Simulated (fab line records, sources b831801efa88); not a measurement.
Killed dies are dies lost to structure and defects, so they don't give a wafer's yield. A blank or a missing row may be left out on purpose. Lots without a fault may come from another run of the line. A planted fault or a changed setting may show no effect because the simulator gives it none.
fab line records | flow sky130
record lots=5 wafers=14 last_day=50
route steps=708 shown SD_P@327 RES_XHIGH@332 SD_N@342 SALICIDE@361 PAD_OPEN@708
lots that met no fault: from a run of the same line without faults
start_h: hours from the record's first day to the start of the lot's first wafer shown | wait_h: hours since the lot's step before | " the same as in the row above | L1.1+2: a row that stands for several wafers | - no value, or no start given | * or withheld: withheld | < > ~ a bound
route shown NAME@n: a module of which the file shows steps, and the number in the route of the first | usual: mean/standard deviation of fault-free wafers | same: alike in all rows | chamber/n: place in a boat | sites: the reading at each site | _std_site: their standard deviation | _edge_site: outer sites' mean less inner sites' | radius_mm: how far each site lies from the wafer's centre | mask NAME#n: copy n | behind: the tool/chamber that last shaped the wafer | hold: why the lot was held/for how many hours/how that ended | device: the transistor (n, p or np) that didn't switch | end of line: the same wafers' tests at the end of the route | a step without rows: its recipe alone | killed: dies lost to structure and defects at the first sort, not the wafer's yield | map: a wafer's dies, x killed, . not, _ none there
set.NAME: the setting as run; set.NAME@STEP: as run at that earlier step | model.NAME: the simulator's own value behind a step, which no gauge read
lots at some steps of the route; a table a step, a row a wafer
services: from which hour (start_h, from the record's first day; less than 0 if before it) a tool's chamber was out of use, for how many hours, and why
## steps
# step SKY_SD_P_CD_MEAS_07
# recipe target_cd_nm=380
# usual cd_nm=380.4/2.7
# columns lot.wafer tool chamber start_h wait_h cd_nm
L200.1 cd_sem-01 - 609.67 0.1 376.8
L200.4 " - " " 379.1
L200.5 " - " " 379.2
L204.1 cd_sem-01 - 637.87 0.1 381.8
L204.5 " - " " 378.3
L204.6 " - " " 378.3
L206.1 cd_sem-02 - 651.80 0.1 377.4
L206.3 " - " " 378.9
L206.5 " - " " 378.3
L208.2 cd_sem-02 - 670.48 0.1 381.0
L208.3 " - " " 379.9
L208.6 " - " " 379.1
L219.3 cd_sem-01 - 751.36 0.1 380.8
L219.6 " - " " 378.7
# step SKY_SD_P_OVL_MEAS_08
# usual SD_P_OVL=0.2/1.5
# columns lot.wafer tool chamber start_h wait_h SD_P_OVL[nm]
L200.1 overlay-01 - 609.79 0.1 1.0
L200.4 " - " " 1.6
L200.5 " - " " 0.9
L204.1 overlay-01 - 637.99 0.1 -1.3
L204.5 " - " " 1.0
L204.6 " - " " 1.8
L206.1 overlay-01 - 651.92 0.1 -0.5
L206.3 " - " " 0.1
L206.5 " - " " -1.0
L208.2 overlay-02 - 670.59 0.1 -1.3
L208.3 " - " " -0.3
L208.6 " - " " 3.3
L219.3 overlay-01 - 751.46 0.1 -1.5
L219.6 " - " " -0.9
# step SKY_SD_P_IMPLANT_09
# recipe species=BF2 energy_kev=20 dose_cm2=3e+15 tilt_deg=0
# step SKY_SD_P_STRIP_10
# recipe chemistry=O2/N2 power_w=1400 pressure_mtorr=1500 platen_temp_c=withheld o2_flow_sccm=3000 n2_flow_sccm=300 overash_fraction=0.5
# usual drypump_motor_current_A=6.0/0.47 oes_product_au=0.617/0.0042 strip_time_to_endpoint_s=17.51/0.039
# columns lot.wafer tool chamber start_h wait_h drypump_motor_current_A oes_product_au rf_hours_counter_h strip_time_to_endpoint_s
L200.1 plasma_asher-03 0 609.98 0.1 6.3 0.619 78 17.55
L200.4 " 1 " " 6.5 0.614 - 17.54
L200.5 " 0 " " 6.3 0.614 - 17.51
L204.1 plasma_asher-04 0 638.18 0.1 6.3 0.621 94 17.50
L204.5 " 0 " " 6.3 0.617 - 17.55
L204.6 " 1 " " 5.2 0.610 - 17.50
L206.1 plasma_asher-03 1 652.11 0.1 6.5 0.614 83 17.50
L206.3 " 1 " " 6.5 0.615 - 17.49
L206.5 " 1 " " 6.5 0.620 - 17.53
L208.2 plasma_asher-02 1 670.77 0.1 6.1 0.620 23 17.51
L208.3 " 0 " " 5.7 0.614 - 17.49
L208.6 " 1 " " 6.1 0.615 - 17.48
L219.3 plasma_asher-04 0 751.66 0.1 6.3 0.604 - 17.43
L219.6 " 0 " " 6.3 0.615 - 17.41
# step SKY_SD_P_TW_MEAS_11
# usual SD_P_TW=2832/43
# columns lot.wafer tool chamber start_h wait_h SD_P_TW
L200.1 film_metro-01 - 610.08 0.1 2760
L200.4 " - " " 2790
L200.5 " - " " 2774
L204.1 film_metro-01 - 638.28 0.1 2766
L204.5 " - " " 2771
L204.6 " - " " 2765
L206.1 film_metro-02 - 652.21 0.1 2836
L206.3 " - " " 2840
L206.5 " - " " 2847
L208.2 film_metro-01 - 670.88 0.1 2790
L208.3 " - " " 2793
L208.6 " - " " 2791
L219.3 film_metro-01 - 751.75 0.1 2778
L219.6 " - " " 2782
# step SKY_RES_XHIGH_DEHYDRATE_00
# recipe temp_c=200 time_s=60
# step SKY_RES_XHIGH_HMDS_01
# recipe prime_time_s=60 prime_temp_c=120
# step SKY_RES_XHIGH_COAT_02
# recipe resist=NOVOLAK spin_rpm=3000 resist_thk_nm=1140
# step SKY_RES_XHIGH_SOFTBAKE_03
# recipe temp_c=90 time_s=60 resist=NOVOLAK
# step SKY_RES_XHIGH_EXPOSE_04
# recipe mask_id=URPM na=0.6 source_shape=conventional sigma_outer=0.6 polarization=unpolarized target_cd_nm=1270 dose_mj=140
# step SKY_RES_XHIGH_PEB_05
# recipe temp_c=withheld time_s=* resist=NOVOLAK
# step SKY_RES_XHIGH_DEVELOP_06
# recipe resist=NOVOLAK developer=TMAH develop_time_s=60 dev_temp_c=23
# step SKY_RES_XHIGH_IMPLANT_07
# recipe species=BF2 energy_kev=20 dose_cm2=3.6e+14 tilt_deg=0
# usual beam_energy_keV=20.001/0.0067 end_station_pressure_torr=5.24e-06/3e-07
# columns lot.wafer tool chamber start_h wait_h beam_energy_keV end_station_pressure_torr
L200.1 implanter-01 0 639.31 0.1 19.998 5.13e-06
L200.4 " 0 " " 20.007 4.82e-06
L200.5 " 0 " " 20.006 5.52e-06
L204.1 implanter-01 0 667.06 0.1 20.002 4.94e-06
L204.5 " 0 " " 19.998 5.48e-06
L204.6 " 0 " " 20.004 5.19e-06
L206.1 implanter-04 0 681.09 0.1 19.989 5.5e-06
L206.3 " 0 " " 19.996 5.54e-06
L206.5 " 0 " " 19.995 4.68e-06
L208.2 implanter-01 0 698.44 0.1 20.001 5.14e-06
L208.3 " 0 " " 20.003 4.97e-06
L208.6 " 0 " " 19.987 6.13e-06
L219.3 implanter-04 0 779.11 0.1 20.000 5.64e-06
L219.6 " 0 " " 20.005 5.16e-06
# step SKY_RES_XHIGH_STRIP_08
# recipe chemistry=O2/N2 power_w=1400 pressure_mtorr=1500 platen_temp_c=withheld o2_flow_sccm=3000 n2_flow_sccm=300 overash_fraction=0.5
# usual drypump_motor_current_A=5.9/0.45 oes_product_au=0.711/0.0046 strip_time_to_endpoint_s=14.28/0.038
# columns lot.wafer tool chamber start_h wait_h drypump_motor_current_A oes_product_au rf_hours_counter_h strip_time_to_endpoint_s
L200.1 plasma_asher-02 0 639.46 0.1 5.7 0.712 20 14.29
L200.4 " 0 " " 5.7 0.706 - 14.28
L200.5 " 0 " " 5.7 0.716 - 14.28
L204.1 plasma_asher-01 0 667.21 0.1 5.2 0.705 54 14.32
L204.5 " 1 " " 5.6 0.709 - 14.28
L204.6 " 0 " " 5.2 0.716 - 14.27
L206.1 plasma_asher-02 1 681.24 0.1 6.1 0.711 24 14.32
L206.3 " 1 " " 6.1 0.704 - 14.34
L206.5 " 0 " " 5.7 0.711 - 14.34
L208.2 plasma_asher-01 1 698.56 0.1 5.7 0.708 57 14.33
L208.3 " 0 " " 5.2 0.713 - 14.28
L208.6 " 0 " " 5.2 0.711 - 14.29
L219.3 plasma_asher-01 0 779.24 0.1 5.2 0.709 - 14.22
L219.6 " 1 " " 5.7 0.709 - 14.28
# step SKY_RES_XHIGH_TW_MEAS_09
# usual RES_XHIGH_TW=1635/28
# columns lot.wafer tool chamber start_h wait_h RES_XHIGH_TW
L200.1 film_metro-01 - 639.56 0.1 1612
L200.4 " - " " 1597
L200.5 " - " " 1603
L204.1 film_metro-01 - 667.31 0.1 1608
L204.5 " - " " 1606
L204.6 " - " " 1613
L206.1 film_metro-01 - 681.34 0.1 1615
L206.3 " - " " 1623
L206.5 " - " " 1616
L208.2 film_metro-01 - 698.67 0.1 1605
L208.3 " - " " 1597
L208.6 " - " " 1607
L219.3 film_metro-01 - 779.33 0.1 1496
L219.6 " - " " 1605
# step SKY_SD_N_DEHYDRATE_00
# recipe temp_c=200 time_s=60
# step SKY_SD_N_HMDS_01
# recipe prime_time_s=60 prime_temp_c=120
# step SKY_SD_N_COAT_02
# recipe resist=NOVOLAK spin_rpm=3000 resist_thk_nm=1140
# step SKY_SD_N_SOFTBAKE_03
# recipe temp_c=90 time_s=60 resist=NOVOLAK
# step SKY_SD_N_EXPOSE_04
# recipe mask_id=NSDM na=0.6 source_shape=conventional sigma_outer=0.6 polarization=unpolarized target_cd_nm=380 dose_mj=141
# step SKY_SD_N_PEB_05
# recipe temp_c=withheld time_s=* resist=NOVOLAK
# step SKY_SD_N_DEVELOP_06
# recipe resist=NOVOLAK developer=TMAH develop_time_s=60 dev_temp_c=23
# step SKY_SD_N_CD_MEAS_07
# recipe target_cd_nm=380
# usual cd_nm=379.8/2.4
# columns lot.wafer tool chamber start_h wait_h cd_nm
L200.1 cd_sem-02 - 668.57 0.1 384.9
L200.4 " - " " 387.2
L200.5 " - " " 383.8
L204.1 cd_sem-02 - 695.62 0.1 377.2
L204.5 " - " " 378.1
L204.6 " - " " 376.8
L206.1 cd_sem-02 - 709.24 0.1 381.6
L206.3 " - " " 379.1
L206.5 " - " " 377.9
L208.2 cd_sem-01 - 726.89 0.1 380.8
L208.3 " - " " 378.0
L208.6 " - " " 377.6
L219.3 cd_sem-01 - 804.88 0.1 381.4
L219.6 " - " " 382.2
# step SKY_SD_N_OVL_MEAS_08
# usual SD_N_OVL=0.5/1.4
# columns lot.wafer tool chamber start_h wait_h SD_N_OVL[nm]
L200.1 overlay-01 - 668.69 0.1 -2.0
L200.4 " - " " -0.7
L200.5 " - " " -2.0
L204.1 overlay-01 - 695.74 0.1 0.8
L204.5 " - " " -0.6
L204.6 " - " " -0.4
L206.1 overlay-01 - 709.36 0.1 -0.2
L206.3 " - " " -1.2
L206.5 " - " " -2.0
L208.2 overlay-01 - 727.00 0.1 1.0
L208.3 " - " " -0.2
L208.6 " - " " 0.9
L219.3 overlay-02 - 804.97 0.1 1.6
L219.6 " - " " 0.3
# step SKY_SD_N_IMPLANT_09
# recipe species=As energy_kev=50 dose_cm2=4e+15 tilt_deg=0
# step SKY_SD_N_IMPLANT_10
# recipe species=P energy_kev=20 dose_cm2=1e+14 tilt_deg=0
# step SKY_SD_N_STRIP_11
# recipe chemistry=O2/N2 power_w=1400 pressure_mtorr=1500 platen_temp_c=withheld o2_flow_sccm=3000 n2_flow_sccm=300 overash_fraction=0.5
# usual drypump_motor_current_A=5.9/0.53 oes_product_au=0.528/0.0046 strip_time_to_endpoint_s=22.57/0.046
# columns lot.wafer tool chamber start_h wait_h drypump_motor_current_A oes_product_au rf_hours_counter_h strip_time_to_endpoint_s
L200.1 plasma_asher-03 1 669.03 0.1 6.5 0.522 84 22.52
L200.4 " 1 " " 6.5 0.531 - 22.49
L200.5 " 1 " " 6.5 0.525 - 22.53
L204.1 plasma_asher-01 1 696.08 0.1 5.7 0.532 57 22.58
L204.5 " 0 " " 5.1 0.538 - 22.58
L204.6 " 1 " " 5.7 0.520 - 22.58
L206.1 plasma_asher-03 0 709.70 0.1 6.3 0.524 89 22.56
L206.3 " 0 " " 6.3 0.529 - 22.60
L206.5 " 0 " " 6.3 0.527 - 22.57
L208.2 plasma_asher-03 0 727.33 0.1 6.3 0.517 91 22.58
L208.3 " 0 " " 6.3 0.530 - 22.54
L208.6 " 0 " " 6.3 0.522 - 22.60
L219.3 plasma_asher-04 0 805.33 0.1 6.3 0.528 - 22.55
L219.6 " 0 " " 6.3 0.536 - 22.50
# step SKY_SD_N_TW_MEAS_12
# usual SD_N_TW=4011/68
# columns lot.wafer tool chamber start_h wait_h SD_N_TW
L200.1 film_metro-01 - 669.13 0.1 3919
L200.4 " - " " 3906
L200.5 " - " " 3909
L204.1 film_metro-01 - 696.18 0.1 3920
L204.5 " - " " 3902
L204.6 " - " " 3888
L206.1 film_metro-02 - 709.80 0.1 3997
L206.3 " - " " 3999
L206.5 " - " " 4024
L208.2 film_metro-01 - 727.44 0.1 3919
L208.3 " - " " 3934
L208.6 " - " " 3930
L219.3 film_metro-04 - 805.42 0.1 4086
L219.6 " - " " 4108
# step SKY_SD_N_CLEAN_13
# recipe chemistry=SC1/SC2 mix=1:4:20 temp_c=70 time_s=150 dry=n2_spin
# step SKY_SD_N_RTA_14
# recipe temp_c=1075 time_s=2 idle_temp_c=650 ramp_up_c_per_s=150 ramp_down_c_per_s=90 ambient=N2
# usual lamp_power_pct=15.74/0.048 wafer_temp_C_max=1078.1/1.4
# columns lot.wafer tool chamber start_h wait_h lamp_power_pct wafer_temp_C_max
L200.1 rtp_anneal-02 0 669.24 0.0 15.76 1078.6
L200.4 " 0 " " 15.75 1078.9
L200.5 " 0 " " 15.71 1079.4
L204.1 rtp_anneal-02 0 696.29 0.0 15.72 1076.4
L204.5 " 0 " " 15.82 1077.1
L204.6 " 0 " " 15.71 1077.1
L206.1 rtp_anneal-01 0 709.91 0.0 15.70 1077.0
L206.3 " 0 " " 15.76 1078.2
L206.5 " 0 " " 15.80 1077.6
L208.2 rtp_anneal-01 0 727.55 0.0 15.81 1076.7
L208.3 " 0 " " 15.75 1077.2
L208.6 " 0 " " 15.74 1075.9
L219.3 rtp_anneal-02 0 805.53 0.0 15.75 1079.1
L219.6 " 0 " " 15.71 1077.4
# step SKY_SD_N_RS_MEAS_16
# recipe thk_meas_gauge=four-point-probe
# usual SD_N_RS=68.56/0.12
# columns lot.wafer tool chamber start_h wait_h SD_N_RS[ohm/sq]
L200.1 film_metro-04 - 669.41 0.1 68.60
L200.4 " - " " 68.47
L200.5 " - " " 68.38
L204.1 film_metro-04 - 696.47 0.1 68.40
L204.5 " - " " 68.40
L204.6 " - " " 68.52
L206.1 film_metro-01 - 710.08 0.1 68.74
L206.3 " - " " 68.77
L206.5 " - " " 68.69
L208.2 film_metro-01 - 727.73 0.1 68.55
L208.3 " - " " 68.25
L208.6 " - " " 68.58
L219.3 film_metro-02 - 805.73 0.1 68.57
L219.6 " - " " 68.53
# step SKY_SD_N_RS_MEAS_17
# recipe thk_meas_gauge=four-point-probe
# usual SD_P_RS=147.1/0.34
# columns lot.wafer tool chamber start_h wait_h SD_P_RS[ohm/sq]
L200.1 film_metro-04 - 669.53 0.1 147.8
L200.4 " - " " 147.1
L200.5 " - " " 147.1
L204.1 film_metro-04 - 696.59 0.1 147.0
L204.5 " - " " 146.7
L204.6 " - " " 146.8
L206.1 film_metro-01 - 710.20 0.1 147.1
L206.3 " - " " 147.6
L206.5 " - " " 147.3
L208.2 film_metro-01 - 727.85 0.1 146.9
L208.3 " - " " 146.4
L208.6 " - " " 147.0
L219.3 film_metro-02 - 805.85 0.1 147.2
L219.6 " - " " 147.3
# step SKY_SD_N_RS_MEAS_18
# recipe thk_meas_gauge=four-point-probe
# usual RES_XHIGH_RS=333.2/1.1
# columns lot.wafer tool chamber start_h wait_h RES_XHIGH_RS[ohm/sq]
L200.1 film_metro-04 - 669.65 0.1 334.9
L200.4 " - " " 334.4
L200.5 " - " " 334.4
L204.1 film_metro-04 - 696.71 0.1 332.9
L204.5 " - " " 332.2
L204.6 " - " " 330.4
L206.1 film_metro-01 - 710.32 0.1 333.2
L206.3 " - " " 333.0
L206.5 " - " " 333.0
L208.2 film_metro-01 - 727.97 0.1 333.6
L208.3 " - " " 334.5
L208.6 " - " " 334.1
L219.3 film_metro-02 - 805.97 0.1 397.5
L219.6 " - " " 334.1
# step SKY_SALICIDE_CLEAN_00
# recipe chemistry=HF-last time_s=30 dilution=100:1 dry=ipa_marangoni
# step SKY_PAD_OPEN_PROBE_99
# usual killed_at_M0_to_M3=43/6.7 killed_at_M4_up=3.2/2.1 killed_at_contacts=25/5.9 killed_at_front_end=16/4.7 killed_at_other=0.3/0.54 killed_dies=87/9.8 killed_open=47/6.7 killed_short=40/6.5
# same gross_dies=492 killed_at_back_side=0
# columns lot.wafer tool chamber start_h wait_h killed_at_M0_to_M3 killed_at_M4_up killed_at_contacts killed_at_front_end killed_at_other killed_dies killed_open killed_short model.etest.res_xhigh_po.line_ohm_um model.etest.res_xhigh_po.rs_ohm_sq_range model.etest.res_xhigh_po.rs_ohm_sq model.etest.res_xhigh_po.rs_ohm_sq_rim_less_centre
L200.1 prober-01 - 1096.91 0.1 54 0 36 15 0 105 58 46 5912 163.5 2097 -136.9
L200.4 prober-01 - 1097.06 0.2 46 4 28 23 0 101 47 54 5622 181.2 1954 -150.5
L200.5 prober-01 - 1097.11 0.2 53 2 30 25 0 110 49 59 6012 161.3 2108 -130.5
L204.1 prober-01 - 1114.51 0.1 42 4 20 16 0 82 47 35 6065 176.5 2081 -138.6
L204.5 prober-01 - 1114.71 0.2 36 3 26 20 0 85 45 40 6209 167.9 2168 -137.7
L204.6 prober-01 - 1114.76 0.2 41 4 33 16 2 96 48 48 5892 173.4 2040 -139.6
L206.1 prober-01 - 1126.71 0.1 37 2 18 13 0 70 33 36 5902 63.63 2077 38.96
L206.3 prober-01 - 1126.81 0.2 40 3 22 20 1 86 39 45 5617 54.4 1963 33.7
L206.5 prober-01 - 1126.91 0.2 45 3 22 10 0 80 44 34 6028 92.39 2074 48.86
L208.2 prober-01 - 1137.34 0.1 38 3 21 14 0 76 39 37 5767 79.65 2013 26.62
L208.3 prober-01 - 1137.39 0.2 37 1 26 17 0 81 41 39 5749 64.72 2020 -0.9266
L208.6 prober-01 - 1137.54 0.2 36 2 18 15 0 71 35 35 5852 74.12 2058 -34.26
L219.3 prober-02 - 1188.95 0.2 48 7 17 16 0 88 41 47 1.227e+04 2289 4288 -1121
L219.6 prober-02 - 1189.10 0.2 38 11 22 20 0 91 46 45 5725 69.37 1995 -46.34
# killed by level:class
L200.1 LI_CONTACT:geometric_particle:open=9 CONTACT:geometric_particle:open=9 VIA1:geometric_particle:open=9 VIA2:geometric_particle:open=9 VIA3:geometric_particle:open=9 CONTACT:geometric_particle:short=8 LI_CONTACT:geometric_particle:short=6 METAL1:geometric_particle:short=6
L200.4 VIA3:geometric_particle:open=9 METAL2:geometric_particle:short=9 LI_CONTACT:geometric_particle:open=8 LI_CONTACT:geometric_particle:short=7 VIA1:geometric_particle:open=7 CONTACT:geometric_particle:open=6 VIA1:geometric_particle:short=6 METAL3:geometric_particle:short=6
L200.5 METAL1:geometric_particle:short=12 VIA2:geometric_particle:open=9 LI_CONTACT:geometric_particle:open=9 METAL2:geometric_particle:short=9 CONTACT:geometric_particle:open=8 LI_CONTACT:geometric_particle:short=8 POLY_GATE:geometric_particle:open=7 POLY_GATE:geometric_particle:short=7
L204.1 VIA1:geometric_particle:open=12 CONTACT:geometric_particle:open=8 LI_CONTACT:geometric_particle:open=6 METAL2:geometric_particle:short=6 POLY_GATE:geometric_particle:open=5 VIA2:geometric_particle:open=5 POLY_GATE:geometric_particle:short=4 VIA3:geometric_particle:open=4
L204.5 VIA1:geometric_particle:open=10 LI_CONTACT:geometric_particle:open=7 CONTACT:geometric_particle:short=7 POLY_GATE:geometric_particle:open=6 VIA1:geometric_particle:short=5 LOCAL_INTERCONNECT:geometric_particle:short=4 CONTACT:geometric_particle:open=4 VIA2:geometric_particle:open=4
L204.6 VIA1:geometric_particle:open=14 CONTACT:geometric_particle:open=12 LI_CONTACT:geometric_particle:open=8 LI_CONTACT:geometric_particle:short=6 VIA1:geometric_particle:short=6 FIELD_ISO:geometric_particle:short=5 POLY_GATE:geometric_particle:short=5 METAL1:geometric_particle:short=5
L206.1 VIA1:geometric_particle:open=9 CONTACT:geometric_particle:open=6 VIA1:geometric_particle:short=6 VIA2:geometric_particle:open=6 POLY_GATE:geometric_particle:open=4 CONTACT:geometric_particle:short=4 METAL1:geometric_particle:short=4 VIA2:geometric_particle:short=4
L206.3 VIA1:geometric_particle:short=9 POLY_GATE:geometric_particle:short=8 CONTACT:geometric_particle:open=8 POLY_GATE:geometric_particle:open=5 LOCAL_INTERCONNECT:geometric_particle:short=5 VIA1:geometric_particle:open=5 VIA2:geometric_particle:open=4 METAL1:geometric_particle:short=4
L206.5 LI_CONTACT:geometric_particle:open=10 METAL2:geometric_particle:short=9 CONTACT:geometric_particle:open=8 VIA3:geometric_particle:open=8 VIA1:geometric_particle:open=6 METAL3:geometric_particle:short=4 METAL1:geometric_particle:short=3 VIA1:geometric_particle:short=3
L208.2 VIA2:geometric_particle:open=8 CONTACT:geometric_particle:open=7 LI_CONTACT:geometric_particle:open=5 VIA3:geometric_particle:open=5 CONTACT:geometric_particle:short=5 METAL2:geometric_particle:short=5 VIA2:geometric_particle:short=5 METAL1:geometric_particle:short=4
L208.3 CONTACT:geometric_particle:open=11 VIA1:geometric_particle:open=9 CONTACT:geometric_particle:short=7 VIA2:geometric_particle:open=6 METAL1:geometric_particle:short=6 FIELD_ISO:geometric_particle:short=5 POLY_GATE:geometric_particle:short=5 LOCAL_INTERCONNECT:geometric_particle:short=4
L208.6 CONTACT:geometric_particle:open=10 METAL1:geometric_particle:short=7 LOCAL_INTERCONNECT:geometric_particle:short=5 VIA1:geometric_particle:short=5 POLY_GATE:geometric_particle:open=4 VIA1:geometric_particle:open=4 METAL2:geometric_particle:short=4 POLY_GATE:geometric_particle:short=3
L219.3 METAL1:geometric_particle:short=9 VIA2:geometric_particle:open=9 CONTACT:geometric_particle:open=7 METAL4:geometric_particle:short=7 VIA1:geometric_particle:open=5 VIA3:geometric_particle:open=5 POLY_GATE:geometric_particle:open=4 CONTACT:geometric_particle:short=4
L219.6 CONTACT:geometric_particle:open=10 VIA1:geometric_particle:open=10 METAL2:geometric_particle:short=8 METAL4:geometric_particle:short=7 FIELD_ISO:geometric_particle:open=6 POLY_GATE:geometric_particle:short=5 POLY_GATE:geometric_particle:open=5 FIELD_ISO:geometric_particle:short=4
## services
# columns tool chamber start_h hours kind
implanter-04 - 590.91 1.6 repair
implanter-01 - 607.07 4.1 repair
plasma_asher-01 - 622.72 1.8 repair
implanter-01 - 656.12 3.2 pm
implanter-04 - 656.32 5.9 repair
plasma_asher-04 - 659.00 1.8 repair
plasma_asher-04 - 683.71 37.8 repair
rtp_anneal-02 - 705.37 5.2 pm
plasma_asher-04 - 733.75 9.0 pm
plasma_asher-04 0 733.75 9.0 vent_cycle
plasma_asher-04 1 733.75 9.0 vent_cycle
plasma_asher-04 0 742.75 - clean
plasma_asher-04 1 742.75 - clean
plasma_asher-01 - 755.24 1.5 repair
plasma_asher-03 - 766.98 2.8 pm
plasma_asher-04 - 767.32 0.8 repair
plasma_asher-04 - 777.62 2.9 repair
## key
first_sign step=SKY_RES_XHIGH_TW_MEAS_09 reading=RES_XHIGH_TW direction=down sigmas=5 usual=1635 struck=1496
effect step=SKY_SD_N_RS_MEAS_18 reading=RES_XHIGH_RS direction=up sigmas=60 usual=333.2 struck=397.5
model_effect step=SKY_PAD_OPEN_PROBE_99 value=etest.res_xhigh_po.line_ohm_um without=5828 struck=1.227e+04
met_at SKY_RES_XHIGH_IMPLANT_07
struck_wafers L219.3
tester_left_out L219
onset_between 681.09 779.11
fault kind=process_parameter_drift tool=implanter-04 chamber=- onset_h=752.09 steps=SKY_RES_XHIGH_IMPLANT_07 channel=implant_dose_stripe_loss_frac offset=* shape=step end_h=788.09 scope=struck_wafers_only
# tester_left_out: of these lots the tester's yield and bins aren't shown, on N5 and GAA mostly nor the transistor test; their killed dies are dies lost to structure and defects alone, not to doping, threshold or leakage, so they don't give the yield
